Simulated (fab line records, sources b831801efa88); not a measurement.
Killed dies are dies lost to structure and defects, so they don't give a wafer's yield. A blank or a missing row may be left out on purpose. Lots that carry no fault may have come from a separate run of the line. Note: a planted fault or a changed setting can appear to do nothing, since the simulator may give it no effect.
Matching of chambers ; flow sky130 ; cmp-02 running SKY_VIA3_CMP_24: 4 sister chambers
The step polishes, stops on SiO2, t overpolish 20 s, target thk 0 nm. 4 wafers are shown with their chamber, then 7 later ones without.

EACH WAFER AND ITS CHAMBER
wafer;chamber;motor current A (A)
L236.3;1;12.6
L238.5;3;10.9
L244.3;2;12.1
L244.4;0;8.9

WAFERS WHOSE CHAMBER IS MISSING
wafer;motor current A (A)
L244.6;9.4
L252.1;8.9
L252.3;12.6
L252.6;9.2
L254.3;12.8
L254.4;11.3
L254.6;11.1

CHAMBER TAKEN BY EACH
wafer;from the rows above;in truth
L244.6;0;0
L252.1;0;0
L252.3;can't be placed: 1 or 2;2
L252.6;0;0
L254.3;can't be placed: 1 or 2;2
L254.4;can't be placed: 3 or 2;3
L254.6;3;3
4 of 7 placed correctly. These rows do not allow placing 3 (true chamber among the candidates in 3). Wrongly placed: 0.
How it was worked out, from the rows above alone: a wafer's distance from a chamber is the root of the sum, over the readings, of the square of ((its reading less the chamber's mean) divided by the reading's scatter). The wafer belongs to the nearest chamber; if the next one is less than 2 further off, it can't be placed. A chamber's mean is the mean of its shown wafers. The scatter (one wafer shown for each chamber): square how far every hidden wafer sits from the nearest shown wafer, average those squares and take the square root.
